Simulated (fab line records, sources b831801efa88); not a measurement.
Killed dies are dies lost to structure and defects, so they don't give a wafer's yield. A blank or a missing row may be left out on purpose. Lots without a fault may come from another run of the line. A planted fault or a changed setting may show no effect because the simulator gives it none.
Which tool did it? | flow gf180mcu | 11 lots, 32 wafers sampled, at 7 steps of a route of 602

WHAT THE GAUGES READ, wafer by wafer
GF_CONTACT_THK_MEAS_01.
lot  | measured     | on            | CONTACT_CVD_00_THK (nm)
L577 | day 15 06:19 | film_metro-04 | 297 297 300
L579 | day 16 00:14 | film_metro-04 | 295 297 297
L580 | day 16 10:55 | film_metro-04 | 304 304 300
L582 | day 16 23:39 | film_metro-02 | 297 295 297
L583 | day 17 13:42 | film_metro-01 | 300 305 298
L584 | day 17 19:32 | film_metro-04 | 292 290 293
L585 | day 17 23:00 | film_metro-01 | 303 301 302
L590 | day 20 01:55 | film_metro-01 | 299 298
L596 | day 22 02:01 | film_metro-01 | 305 297 296
L599 | day 22 19:19 | film_metro-04 | 301 302 298
L600 | day 23 13:47 | film_metro-04 | 301 304 300

GF_V1_RS_MEAS_24: measures by four-point-probe.
lot  | measured     | on            | V1_W_RS (ohm/sq)
L577 | day 18 05:26 | film_metro-03 | 0.332 0.331 0.330
L579 | day 19 01:49 | film_metro-02 | 0.330 0.329 0.331
L580 | day 19 13:13 | film_metro-04 | 0.331 0.329 0.331
L582 | day 20 04:00 | film_metro-03 | 0.330 0.329 0.330
L583 | day 20 18:46 | film_metro-04 | 0.323 0.330 0.331
L584 | day 20 23:22 | film_metro-03 | 0.329 0.327 0.333
L585 | day 21 04:42 | film_metro-03 | 0.332 0.329 0.332
L590 | day 23 05:37 | film_metro-03 | 0.330 0.560
L596 | day 25 02:46 | film_metro-04 | 0.326 0.325 0.328
L599 | day 25 17:38 | film_metro-04 | 0.332 0.330 0.330
L600 | day 26 11:35 | film_metro-03 | 0.330 0.324 0.327

GF_V1_THK_MEAS_25: measures by xrf.
lot  | measured     | on            | V1_W_THK (nm)
L577 | day 18 05:33 | film_metro-03 | 358 361 360
L579 | day 19 01:56 | film_metro-02 | 350 354 352
L580 | day 19 13:20 | film_metro-04 | 344 348 346
L582 | day 20 04:07 | film_metro-03 | 354 354 354
L583 | day 20 18:53 | film_metro-04 | 355 346 344
L584 | day 20 23:29 | film_metro-03 | 357 359 353
L585 | day 21 04:49 | film_metro-03 | 352 354 355
L590 | day 23 05:44 | film_metro-03 | 354 209
L596 | day 25 02:53 | film_metro-04 | 350 352 344
L599 | day 25 17:46 | film_metro-04 | 342 343 342
L600 | day 26 11:41 | film_metro-03 | 358 364 361

GF_M2_OVL_MEAS_15.
lot  | measured     | on         | M2_OVL (nm)
L577 | day 19 05:34 | overlay-01 | 2 -3 -1
L579 | day 20 02:53 | overlay-02 | -3 -7 -4
L580 | day 20 14:16 | overlay-01 | -4 -15 -4
L582 | day 21 05:05 | overlay-01 | 13 7 7
L583 | day 21 19:10 | overlay-01 | 7 12 7
L584 | day 22 00:29 | overlay-01 | -7 0 -4
L585 | day 22 05:58 | overlay-01 | 1 0 9
L590 | day 24 04:52 | overlay-01 | -5 -9
L596 | day 26 00:46 | overlay-02 | 7 5 4
L599 | day 26 15:37 | overlay-01 | 11 8 4
L600 | day 27 08:49 | overlay-01 | -7 -5 -12

WHICH TOOL RAN EACH LOT (tool, then ch and the chambers of the sampled wafers, then the start)
lot  | GF_SALICIDE_RTA_08               | GF_V1_CVD_23                  | GF_V1_CMP_26
L577 | rtp_anneal-01 ch 0, day 15 06:11 | cvd_w-02 ch 0,1, day 18 05:19 | cmp-02 ch 0,1,2, day 18 05:37
L579 | rtp_anneal-02 ch 0, day 16 00:05 | cvd_w-02 ch 1, day 19 01:41   | cmp-01 ch 0,1,2, day 19 01:59
L580 | rtp_anneal-02 ch 0, day 16 10:47 | cvd_w-01 ch 0,1, day 19 13:06 | cmp-02 ch 0,2, day 19 13:23
L582 | rtp_anneal-02 ch 0, day 16 23:31 | cvd_w-01 ch 0,1, day 20 03:53 | cmp-01 ch 0,3, day 20 04:11
L583 | rtp_anneal-02 ch 0, day 17 13:32 | cvd_w-01 ch 0, day 20 18:38   | cmp-02 ch 0,2,3, day 20 18:56
L584 | rtp_anneal-02 ch 0, day 17 19:24 | cvd_w-02 ch 0,1, day 20 23:15 | cmp-01 ch 0,3, day 20 23:32
L585 | rtp_anneal-02 ch 0, day 17 22:52 | cvd_w-01 ch 0,1, day 21 04:34 | cmp-01 ch 0,1,3, day 21 04:58
L590 | rtp_anneal-02 ch 0, day 20 01:47 | cvd_w-02 ch 1, day 23 05:29   | cmp-02 ch 1, day 23 05:47
L596 | rtp_anneal-02 ch 0, day 22 01:52 | cvd_w-01 ch 0,1, day 25 02:39 | cmp-02 ch 1,2,3, day 25 02:56
L599 | rtp_anneal-01 ch 0, day 22 19:10 | cvd_w-01 ch 0, day 25 17:32   | cmp-01 ch 0,1,2, day 25 17:49
L600 | rtp_anneal-02 ch 0, day 23 13:39 | cvd_w-02 ch 0,1, day 26 11:27 | cmp-01 ch 1,2,3, day 26 11:50
- GF_SALICIDE_RTA_08: time 30 s.
- GF_V1_CVD_23: deposits W, target thk 350 nm, time 105.05 s.
- GF_V1_CMP_26: polishes, stops on SiO2, t overpolish 15 s, target thk 0 nm.

WHAT THE TOOLS THEMSELVES READ (means of the sampled wafers that have a number; where no wafer has one, the mark that the record gives instead)
GF_SALICIDE_RTA_08.
lot  | tool          | lamp_power_pct (%) | wafer_temp_C_max
L577 | rtp_anneal-01 | 17.2               | 802.3
L579 | rtp_anneal-02 | 16.6               | 803.4
L580 | rtp_anneal-02 | 16.6               | 802.9
L582 | rtp_anneal-02 | 16.6               | 803.3
L583 | rtp_anneal-02 | 16.6               | 803.8
L584 | rtp_anneal-02 | 16.6               | 803.6
L585 | rtp_anneal-02 | 16.6               | 803.1
L590 | rtp_anneal-02 | 16.6               | 803.8
L596 | rtp_anneal-02 | 16.6               | 804.1
L599 | rtp_anneal-01 | 17.2               | 801.8
L600 | rtp_anneal-02 | 16.6               | 803.4

GF_V1_CVD_23.
lot  | tool     | heater_power_outer_w (W) | heater_power_w (W)
L577 | cvd_w-02 | 512                      | 811
L579 | cvd_w-02 | 562                      | 849
L580 | cvd_w-01 | 531                      | 844
L582 | cvd_w-01 | 567                      | 925
L583 | cvd_w-01 | 488                      | 774
L584 | cvd_w-02 | 518                      | 816
L585 | cvd_w-01 | 568                      | 939
L590 | cvd_w-02 | 552                      | 872
L596 | cvd_w-01 | 573                      | 930
L599 | cvd_w-01 | 486                      | 759
L600 | cvd_w-02 | 545                      | 840

GF_V1_CMP_26.
lot  | tool   | edge_zone_pressure_frac | motor_current_A (A) | time_to_endpoint_s (s)
L577 | cmp-02 | 0.997                   | 11.6                | 82
L579 | cmp-01 | 0.994                   | 11.9                | 80
L580 | cmp-02 | 1.004                   | 11.2                | 81
L582 | cmp-01 | 1.000                   | 10.9                | 80
L583 | cmp-02 | 1.006                   | 11.5                | 84
L584 | cmp-01 | 0.999                   | 10.7                | 81
L585 | cmp-01 | 0.998                   | 11.4                | 81
L590 | cmp-02 | 1.004                   | 10.1                | 69
L596 | cmp-02 | 0.999                   | 10.8                | 86
L599 | cmp-01 | 1.003                   | 11.5                | 85
L600 | cmp-01 | 1.003                   | 12.1                | 81

THE ANSWER, worked out from the rows above alone
Rule: what is usual is taken from the lots themselves. Put in order of their means at a reading, lots are off if they are a third of the lots or fewer, leave a main group of 4 or more, and stand apart from it by a gap of 3 or more times the standard deviation of the main group's means; of several such gaps the widest counts. A main group whose means are all the same, to the digits that the tables above print for the reading, isn't used. A lot without any number at a reading at which 4 lots or more have one is off too. The other lots that the step has rows for count as sound. The gauges are gone through in route order, then the tools' own readings, and for those a lot's mean is taken as printed above. The first step at which some lot is off is used, and at that step the reading that is off furthest; a lot without a number counts as furthest.
Off: L590, at GF_V1_RS_MEAS_24 (V1_W_RS). The main group: mean 0.329 ohm/sq, standard deviation 0.0016.
A tool fits if, at a process step before that reading, it ran every lot that is off, and no sound lot after the first of them. The gauges at GF_V1_RS_MEAS_24 aren't tried: what is off there is off at GF_V1_CMP_26 too, on other tools, and a gauge's error can't cause that. None of those tried fits.

WHAT THE SIMULATOR HAD PUT IN
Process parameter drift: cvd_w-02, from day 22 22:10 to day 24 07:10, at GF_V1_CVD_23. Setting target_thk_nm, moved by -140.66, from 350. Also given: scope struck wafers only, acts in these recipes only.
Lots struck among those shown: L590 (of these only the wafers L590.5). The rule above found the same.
